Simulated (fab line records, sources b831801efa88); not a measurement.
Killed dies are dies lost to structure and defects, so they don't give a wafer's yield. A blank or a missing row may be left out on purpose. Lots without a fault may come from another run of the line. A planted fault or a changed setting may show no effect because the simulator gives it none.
fab line records | flow sky130
record lots=5 wafers=15 last_day=50
route steps=708 shown SD_N@352 SALICIDE@361 LI_CONTACT@362 PAD_OPEN@708
lots that met no fault: from a run of the same line without faults
start_h: hours from the record's first day to the start of the lot's first wafer shown | wait_h: hours since the lot's step before | " the same as in the row above | L1.1+2: a row that stands for several wafers | - no value, or no start given | * or withheld: withheld | < > ~ a bound
route shown NAME@n: a module of which the file shows steps, and the number in the route of the first | usual: mean/standard deviation of fault-free wafers | same: alike in all rows | chamber/n: place in a boat | sites: the reading at each site | _std_site: their standard deviation | _edge_site: outer sites' mean less inner sites' | radius_mm: how far each site lies from the wafer's centre | mask NAME#n: copy n | behind: the tool/chamber that last shaped the wafer | hold: why the lot was held/for how many hours/how that ended | device: the transistor (n, p or np) that didn't switch | end of line: the same wafers' tests at the end of the route | a step without rows: its recipe alone | killed: dies lost to structure and defects at the first sort, not the wafer's yield | map: a wafer's dies, x killed, . not, _ none there
set.NAME: the setting as run; set.NAME@STEP: as run at that earlier step | model.NAME: the simulator's own value behind a step, which no gauge read
lots at some steps of the route; a table a step, a row a wafer
services: from which hour (start_h, from the record's first day; less than 0 if before it) a tool's chamber was out of use, for how many hours, and why
## steps
# step SKY_SD_N_IMPLANT_10
# recipe species=P energy_kev=20 dose_cm2=1e+14 tilt_deg=0
# step SKY_SD_N_STRIP_11
# recipe chemistry=O2/N2 power_w=1400 pressure_mtorr=1500 platen_temp_c=withheld o2_flow_sccm=3000 n2_flow_sccm=300 overash_fraction=0.5
# step SKY_SD_N_CLEAN_13
# recipe chemistry=SC1/SC2 mix=1:4:20 temp_c=70 time_s=150 dry=n2_spin
# step SKY_SD_N_RTA_14
# recipe temp_c=1075 time_s=2 idle_temp_c=650 ramp_up_c_per_s=150 ramp_down_c_per_s=90 ambient=N2
# step SKY_SALICIDE_CLEAN_00
# recipe chemistry=HF-last time_s=30 dilution=100:1 dry=ipa_marangoni
# step SKY_LI_CONTACT_HDPCVD_00
# recipe material=PSG target_thk_nm=930 sigma_open_frac=0.3 time_s=155 temp_c=600 sih4_flow_sccm=60 pressure_mtorr=6
# step SKY_LI_CONTACT_CMP_02
# recipe material=PSG down_force_psi=4 platen_rpm=60 pad_velocity_m_s=0.94248
# usual edge_zone_pressure_frac=1.000/0.0051 head_pressure_psi=4.002/0.0082 motor_current_A=12.1/1.8 platen_rpm=60.00/0.04 time_to_endpoint_s=33.8/2.5
# columns lot.wafer tool chamber start_h wait_h edge_zone_pressure_frac head_pressure_psi motor_current_A platen_rpm time_to_endpoint_s model.PSG_of_LI_CONTACT_HDPCVD_00.thk_nm
L623.3 cmp-01 0 680.39 0.0 0.997 4.006 13.7 60.04 35.5 597.7
L623.4 " 2 " " 1.011 4.009 10.8 59.97 36.9 599.2
L623.1 " 3 " " 0.995 4.004 15.4 59.98 33.0 597.1
L632.3 cmp-02 2 757.95 0.0 - - - - - 920.4
L632.4 " 1 " " - - - - - 917.8
L632.5 " 2 " " - - - - - 936.7
L633.1 cmp-01 0 768.65 0.1 - - - - - 932.7
L633.4 " 1 " " - - - - - 930.5
L633.6 " 3 " " - - - - - 918.6
L634.1 cmp-02 2 781.09 0.1 - - - - - 922.2
L634.4 " 0 " " - - - - - 934.2
L634.6 " 3 " " - - - - - 917.6
L638.3 cmp-01 3 807.15 0.0 1.002 4.005 15.2 59.99 31.3 596.1
L638.1 " 1 " " 0.996 3.994 11.7 60.01 36.7 597.7
L638.5 " 0 " " 1.006 4.004 14.4 59.97 35.3 596.8
# step SKY_LI_CONTACT_BOW_MEAS_03
# recipe mode=bow
# usual LI_CONTACT_BOW=57/6.6
# columns lot.wafer tool chamber start_h wait_h LI_CONTACT_BOW[um]
L623.1 film_metro-02 - 680.69 0.1 53
L623.3 " - " " 56
L623.4 " - " " 57
L632.3 film_metro-02 - 758.29 0.3 66
L632.4 " - " " 64
L632.5 " - " " 71
L633.1 film_metro-04 - 768.90 0.2 70
L633.4 " - " " 85
L633.6 " - " " 78
L634.1 film_metro-02 - 781.39 0.2 80
L634.4 " - " " 78
L634.6 " - " " 81
L638.1 film_metro-04 - 807.45 0.1 49
L638.3 " - " " 54
L638.5 " - " " 51
# step SKY_LI_CONTACT_DEHYDRATE_04
# recipe temp_c=200 time_s=60
# step SKY_LI_CONTACT_HMDS_05
# recipe prime_time_s=60 prime_temp_c=120
# step SKY_LI_CONTACT_COAT_06
# recipe resist=BARC temp_c=withheld time_s=withheld spin_rpm=3000 resist_thk_nm=60
# step SKY_LI_CONTACT_COAT_07
# recipe resist=KrF-thick spin_rpm=3000 resist_thk_nm=450
# step SKY_LI_CONTACT_SOFTBAKE_08
# recipe temp_c=100 time_s=90 resist=KrF-thick
# step SKY_LI_CONTACT_EXPOSE_09
# recipe mask_id=LICM1 na=0.8 source_shape=annular sigma_inner=0.55 sigma_outer=0.85 target_cd_nm=170 dose_mj=38
# step SKY_LI_CONTACT_PEB_10
# recipe peb_temp_c=withheld peb_time_s=withheld resist=KrF-thick
# step SKY_LI_CONTACT_DEVELOP_11
# recipe develop_time_s=60 resist=KrF-thick dev_temp_c=21
# step SKY_LI_CONTACT_ETCH_14
# recipe chemistry=N2/H2 target=BARC ion_energy_ev=200 source_w=500 bias_w=100 pressure_mtorr=30 n2_flow_sccm=100 h2_flow_sccm=200 stop_on=SiO2 time_s=45.9 target_depth_a=600
# step SKY_LI_CONTACT_ETCH_15
# recipe target=PSG chemistry=C4F8/O2/Ar stop_on=Si taper_deg=4.15 mask_material=KrF-thick source_w=1500 bias_w=1200 pressure_mtorr=40 c4f8_flow_sccm=withheld O2_flow_sccm=6 Ar_flow_sccm=300 time_s=withheld target_depth_a=6000
# usual oes_product_au=0.837/0.0041 rf_fwd_power_W=1492/4.6
# columns lot.wafer tool chamber start_h wait_h oes_product_au rf_fwd_power_W model.etch.depth_nm model.LI_CONTACT.feature_depth_nm
L623.1 rie_diel-01 1 709.16 0.0 0.838 1492 597.1 597.1
L623.3 " 0 " " 0.840 1490 597.7 597.7
L623.4 " 2 " " 0.840 1489 599.2 599.2
L632.3 rie_diel-03 3 785.96 0.0 1.682 1496 837.9 837.9
L632.4 " 2 " " 1.649 1496 825.2 825.2
L632.5 " 0 " " 1.658 1492 829.2 829.2
L633.1 rie_diel-04 1 796.06 0.0 1.640 1495 820.5 820.5
L633.4 " 3 " " 1.629 1490 807.4 807.4
L633.6 " 2 " " 1.633 1488 810.5 810.5
L634.1 rie_diel-01 3 808.76 0.0 1.582 1489 778.6 778.6
L634.4 " 0 " " 1.631 1495 809.6 809.6
L634.6 " 3 " " 1.593 1490 782.8 782.8
L638.1 rie_diel-01 1 834.96 0.0 0.833 1496 597.7 597.7
L638.3 " 0 " " 0.841 1492 596.1 596.1
L638.5 " 0 " " 0.836 1491 596.8 596.8
# step SKY_LI_CONTACT_STRIP_16
# recipe chemistry=O2/N2 power_w=1400 pressure_mtorr=1500 platen_temp_c=withheld o2_flow_sccm=3000 n2_flow_sccm=300 overash_fraction=0.5
# step SKY_LI_CONTACT_CLEAN_17
# recipe chemistry=NMP time_s=600 temp_c=60 dry=n2_spin
# step SKY_LI_CONTACT_PRE_CLEAN_18
# recipe gas=Ar time_s=5.6 bias_v=358
# step SKY_LI_CONTACT_SPUTTER_19
# recipe material=Ti target_thk_nm=20 chamber_pressure_pa=5 power_w=2500 substrate_temp_c=200 time_s=106.37
# step SKY_LI_CONTACT_SPUTTER_20
# recipe material=TiN target_thk_nm=20 chamber_pressure_pa=5 power_w=4000 time_s=80
# step SKY_LI_CONTACT_CVD_21
# recipe material=W target_thk_nm=400 time_s=120.56 temp_c=400 pressure_torr=40
# step SKY_LI_CONTACT_CMP_24
# recipe stop_on=PSG t_overpolish_s=20 down_force_psi=3.5 platen_rpm=60 target_thk_nm=0 pad_velocity_m_s=0.94248
# usual edge_zone_pressure_frac=1.000/0.0051 head_pressure_psi=3.500/0.0077 motor_current_A=10.8/1.6 platen_rpm=60.00/0.041
# columns lot.wafer tool chamber start_h wait_h edge_zone_pressure_frac head_pressure_psi motor_current_A platen_rpm model.PSG_of_LI_CONTACT_HDPCVD_00.thk_nm
L623.3 cmp-02 1 709.98 0.0 0.992 3.491 8.8 59.92 588.2
L623.1 " 2 " " 1.000 3.498 9.4 59.98 587.6
L623.4 " 3 " " 1.002 3.486 10.1 59.99 589.8
L632.3 cmp-01 2 786.82 0.0 0.996 3.501 10.3 59.99 910.9
L632.4 " 3 " " 1.005 3.508 14.7 59.96 908.4
L632.5 " 3 " " 1.007 3.501 13.6 60.03 927.2
L633.1 cmp-01 0 796.99 0.1 1.003 3.509 12.7 60.00 923.2
L633.4 " 1 " " 1.000 3.512 10.9 60.01 921.1
L633.6 " 3 " " 0.997 3.499 14.5 60.06 909.1
L634.4 cmp-02 3 809.58 0.0 1.006 3.504 10.2 59.97 924.7
L634.1 " 0 " " 1.000 3.501 11.3 60.06 912.7
L634.6 " 0 " " 1.008 3.504 11.4 59.95 908.1
L638.1 cmp-02 3 835.85 0.1 0.995 3.502 10.4 59.99 588.2
L638.3 " 0 " " 0.993 3.485 12.0 60.01 586.6
L638.5 " 2 " " 1.004 3.517 9.8 59.99 587.3
# step SKY_PAD_OPEN_PROBE_99
# usual killed_at_M0_to_M3=43/6 killed_at_M4_up=3.2/1.9 killed_at_contacts=25/5.4 killed_at_front_end=15/4.5 killed_at_other=0.3/0.59 killed_dies=87/8.7 killed_on_rim=17/3.5 killed_open=47/6.7 killed_short=39/5.7
# same gross_dies=492 killed_at_back_side=0
# columns lot.wafer tool chamber start_h wait_h killed_at_M0_to_M3 killed_at_M4_up killed_at_contacts killed_at_front_end killed_at_other killed_dies killed_on_rim killed_open killed_short
L623.1 prober-01 - 1106.27 0.1 48 3 19 14 0 84 15 44 40
L623.3 prober-01 - 1106.37 0.2 51 3 35 13 0 102 21 59 43
L623.4 prober-01 - 1106.42 0.2 45 6 22 18 0 91 17 41 50
L632.3 prober-02 - 1161.59 0.2 39 4 424 25 0 492 96 52 43
L632.4 prober-02 - 1161.64 0.2 47 6 424 15 0 492 96 44 43
L632.5 prober-02 - 1161.69 0.2 44 5 431 12 0 492 96 38 44
L633.1 prober-01 - 1166.43 0.1 47 2 432 11 0 492 96 53 40
L633.4 prober-01 - 1166.58 0.2 54 1 421 15 1 492 96 64 34
L633.6 prober-01 - 1166.68 0.2 41 2 439 10 0 492 96 52 32
L634.1 prober-02 - 1176.09 0.1 47 3 425 17 0 492 96 47 34
L634.4 prober-02 - 1176.24 0.2 38 3 439 12 0 492 96 43 40
L634.6 prober-02 - 1176.34 0.2 36 4 438 12 2 492 96 48 36
L638.1 prober-02 - 1193.98 0.1 45 2 22 16 0 85 14 40 43
L638.3 prober-02 - 1194.08 0.2 42 4 25 17 0 88 17 47 41
L638.5 prober-02 - 1194.18 0.2 42 1 34 9 0 86 18 45 41
# killed by level:class
L623.1 VIA3:geometric_particle:open=11 CONTACT:geometric_particle:open=8 METAL1:geometric_particle:short=6 VIA3:geometric_particle:short=6 FIELD_ISO:geometric_particle:open=5 POLY_GATE:geometric_particle:short=5 VIA1:geometric_particle:open=5 VIA1:geometric_particle:short=5
L623.3 VIA1:geometric_particle:open=20 LI_CONTACT:geometric_particle:open=12 VIA3:geometric_particle:open=8 VIA1:geometric_particle:short=7 CONTACT:geometric_particle:short=6 CONTACT:geometric_particle:open=6 LI_CONTACT:geometric_particle:short=5 LOCAL_INTERCONNECT:geometric_particle:short=5
L623.4 VIA1:geometric_particle:open=10 VIA3:geometric_particle:open=9 FIELD_ISO:geometric_particle:short=8 METAL1:geometric_particle:short=8 LI_CONTACT:geometric_particle:open=7 CONTACT:geometric_particle:open=5 METAL2:geometric_particle:short=5 LI_CONTACT:geometric_particle:short=4
L632.3 LI_CONTACT:area_cmp=397 VIA1:geometric_particle:open=11 CONTACT:geometric_particle:open=10 FIELD_ISO:geometric_particle:short=6 METAL3:geometric_particle:short=6 FIELD_ISO:geometric_particle:open=5 POLY_GATE:geometric_particle:open=5 LI_CONTACT:geometric_particle:open=5
L632.4 LI_CONTACT:area_cmp=405 VIA1:geometric_particle:open=10 CONTACT:geometric_particle:open=8 VIA3:geometric_particle:open=8 VIA1:geometric_particle:short=6 FIELD_ISO:geometric_particle:short=5 CONTACT:geometric_particle:short=5 METAL4:geometric_particle:short=5
L632.5 LI_CONTACT:area_cmp=410 VIA1:geometric_particle:open=8 VIA2:geometric_particle:open=7 CONTACT:geometric_particle:open=6 METAL1:geometric_particle:short=6 LI_CONTACT:geometric_particle:open=5 LOCAL_INTERCONNECT:geometric_particle:short=5 CONTACT:geometric_particle:short=5
L633.1 LI_CONTACT:area_cmp=399 CONTACT:geometric_particle:open=17 VIA1:geometric_particle:open=16 METAL2:geometric_particle:short=8 VIA3:geometric_particle:open=6 LI_CONTACT:geometric_particle:short=4 CONTACT:geometric_particle:short=4 VIA1:geometric_particle:short=4
L633.4 LI_CONTACT:area_cmp=394 VIA1:geometric_particle:open=18 CONTACT:geometric_particle:open=13 VIA2:geometric_particle:open=12 LI_CONTACT:geometric_particle:open=6 VIA1:geometric_particle:short=6 METAL1:geometric_particle:short=5 FIELD_ISO:geometric_particle:open=4
L633.6 LI_CONTACT:area_cmp=408 CONTACT:geometric_particle:open=13 VIA1:geometric_particle:open=12 LOCAL_INTERCONNECT:geometric_particle:short=8 VIA3:geometric_particle:open=6 POLY_GATE:geometric_particle:open=5 VIA2:geometric_particle:open=5 CONTACT:geometric_particle:short=4
L634.1 LI_CONTACT:area_cmp=411 VIA1:geometric_particle:open=14 FIELD_ISO:geometric_particle:open=5 LI_CONTACT:geometric_particle:open=5 VIA2:geometric_particle:open=5 VIA3:geometric_particle:open=5 LOCAL_INTERCONNECT:geometric_particle:short=4 VIA2:geometric_particle:short=4
L634.4 LI_CONTACT:area_cmp=409 CONTACT:geometric_particle:open=11 CONTACT:geometric_particle:short=10 VIA1:geometric_particle:open=10 LI_CONTACT:geometric_particle:open=6 FIELD_ISO:geometric_particle:short=5 VIA2:geometric_particle:short=5 VIA2:geometric_particle:open=5
L634.6 LI_CONTACT:area_cmp=406 CONTACT:geometric_particle:open=15 VIA1:geometric_particle:open=9 POLY_GATE:geometric_particle:open=6 LI_CONTACT:geometric_particle:open=5 LOCAL_INTERCONNECT:geometric_particle:short=5 CONTACT:geometric_particle:short=5 VIA1:geometric_particle:short=5
L638.1 VIA1:geometric_particle:open=13 VIA2:geometric_particle:open=8 LI_CONTACT:geometric_particle:open=7 POLY_GATE:geometric_particle:short=6 VIA1:geometric_particle:short=6 CONTACT:geometric_particle:short=5 CONTACT:geometric_particle:open=4 METAL1:geometric_particle:short=4
L638.3 VIA2:geometric_particle:open=9 CONTACT:geometric_particle:open=7 METAL1:geometric_particle:short=7 VIA1:geometric_particle:open=7 FIELD_ISO:geometric_particle:open=6 LI_CONTACT:geometric_particle:open=6 LOCAL_INTERCONNECT:geometric_particle:short=6 POLY_GATE:geometric_particle:short=4
L638.5 VIA1:geometric_particle:open=13 CONTACT:geometric_particle:open=13 VIA2:geometric_particle:open=6 LI_CONTACT:geometric_particle:short=6 CONTACT:geometric_particle:short=6 METAL1:geometric_particle:short=6 LI_CONTACT:geometric_particle:open=5 VIA2:geometric_particle:short=5
# map L632.3 (x killed, . not)
__________xxxxxxxxxx_________
________xxxxxxxxxxxxxx_______
______xxxxxxxxxxxxxxxxxx_____
_____xxxxxxxxxxxxxxxxxxxx____
____xxxxxxxxxxxxxxxxxxxxxx___
___xxxxxxxxxxxxxxxxxxxxxxxx__
__xxxxxxxxxxxxxxxxxxxxxxxxxx_
_xxxxxxxxxxxxxxxxxxxxxxxxxxxx
_xxxxxxxxxxxxxxxxxxxxxxxxxxxx
_xxxxxxxxxxxxxxxxxxxxxxxxxxxx
_xxxxxxxxxxxxxxxxxxxxxxxxxxxx
_xxxxxxxxxxxxxxxxxxxxxxxxxxxx
_xxxxxxxxxxxxxxxxxxxxxxxxxxxx
_xxxxxxxxxxxxxxxxxxxxxxxxxxxx
_xxxxxxxxxxxxxxxxxxxxxxxxxxxx
__xxxxxxxxxxxxxxxxxxxxxxxxxx_
___xxxxxxxxxxxxxxxxxxxxxxxx__
____xxxxxxxxxxxxxxxxxxxxxx___
_____xxxxxxxxxxxxxxxxxxxx____
______xxxxxxxxxxxxxxxxxx_____
________xxxxxxxxxxxxxx_______
__________xxxxxxxxxx_________
# map L633.1 (x killed, . not)
__________xxxxxxxxxx_________
________xxxxxxxxxxxxxx_______
______xxxxxxxxxxxxxxxxxx_____
_____xxxxxxxxxxxxxxxxxxxx____
____xxxxxxxxxxxxxxxxxxxxxx___
___xxxxxxxxxxxxxxxxxxxxxxxx__
__xxxxxxxxxxxxxxxxxxxxxxxxxx_
_xxxxxxxxxxxxxxxxxxxxxxxxxxxx
_xxxxxxxxxxxxxxxxxxxxxxxxxxxx
_xxxxxxxxxxxxxxxxxxxxxxxxxxxx
_xxxxxxxxxxxxxxxxxxxxxxxxxxxx
_xxxxxxxxxxxxxxxxxxxxxxxxxxxx
_xxxxxxxxxxxxxxxxxxxxxxxxxxxx
_xxxxxxxxxxxxxxxxxxxxxxxxxxxx
_xxxxxxxxxxxxxxxxxxxxxxxxxxxx
__xxxxxxxxxxxxxxxxxxxxxxxxxx_
___xxxxxxxxxxxxxxxxxxxxxxxx__
____xxxxxxxxxxxxxxxxxxxxxx___
_____xxxxxxxxxxxxxxxxxxxx____
______xxxxxxxxxxxxxxxxxx_____
________xxxxxxxxxxxxxx_______
__________xxxxxxxxxx_________
## services
# columns tool chamber start_h hours kind
cmp-02 - 666.57 6.2 pm
rie_diel-01 1 686.70 9.7 repair
rie_diel-03 1 700.60 - clean
cmp-01 - 712.41 9.4 repair
cmp-02 - 716.76 0.8 repair
cmp-01 - 726.25 2.4 repair
rie_diel-01 - 730.91 0.5 repair
rie_diel-04 3 734.69 7.7 repair
rie_diel-04 0 736.19 5.5 repair
cmp-02 - 745.46 0.4 repair
cmp-01 - 747.53 5.4 pm
cmp-01 - 752.95 4.0 pm
cmp-01 - 756.95 - consumable_replace:conditioner
cmp-01 - 756.95 - consumable_replace:pad
cmp-01 - 760.57 0.6 repair
rie_diel-01 3 770.21 16.2 repair
cmp-01 - 770.32 0.8 repair
rie_diel-01 2 780.17 17.8 repair
cmp-02 - 788.36 1.5 repair
rie_diel-03 2 796.38 4.5 repair
cmp-01 - 809.20 3.0 repair
rie_diel-04 - 825.39 0.6 repair
rie_diel-04 1 829.96 9.1 repair
rie_diel-03 - 835.09 0.1 repair
## key
first_sign step=SKY_LI_CONTACT_CMP_02 reading=tool_record direction=missing
effect step=SKY_LI_CONTACT_BOW_MEAS_03 reading=LI_CONTACT_BOW direction=up sigmas=2.7 usual=57 struck=75
effect step=SKY_LI_CONTACT_ETCH_15 reading=oes_product_au direction=up sigmas=99+ usual=0.837 struck=1.633
effect step=SKY_PAD_OPEN_PROBE_99 reading=killed_at_contacts direction=up sigmas=75 usual=25 struck=430
model_effect step=SKY_LI_CONTACT_CMP_02 value=PSG_of_LI_CONTACT_HDPCVD_00.thk_nm without=597.4 struck=925.6
model_effect step=SKY_LI_CONTACT_ETCH_15 value=etch.depth_nm without=597.4 struck=811.3
model_effect step=SKY_LI_CONTACT_CMP_24 value=PSG_of_LI_CONTACT_HDPCVD_00.thk_nm without=588 struck=916.2
more_kills_born_at SKY_LI_CONTACT_CMP_02@cmp-02=2436 SKY_LI_CONTACT_CMP_02@cmp-01=1197
met_at SKY_LI_CONTACT_CMP_02
struck_wafers L632.3,L632.4,L632.5,L633.1,L633.4,L633.6,L634.1,L634.4,L634.6
later_rows_left_out L632.3,L632.4,L632.5,L633.1,L633.4,L633.6,L634.1,L634.4,L634.6
tester_left_out L632,L633,L634
onset_between 680.39 757.95
fault kind=skipped_step_whole tool=cmp-01,cmp-02 chamber=- onset_h=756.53 steps=SKY_LI_CONTACT_CMP_02 scope=struck_lots_only
# tester_left_out: of these lots the tester's yield and bins aren't shown, on N5 and GAA mostly nor the transistor test; their killed dies are dies lost to structure and defects alone, not to doping, threshold or leakage, so they don't give the yield
# later_rows_left_out: the simulator's readings of these wafers behind a module that went badly wrong aren't trusted and aren't shown, but for the sort
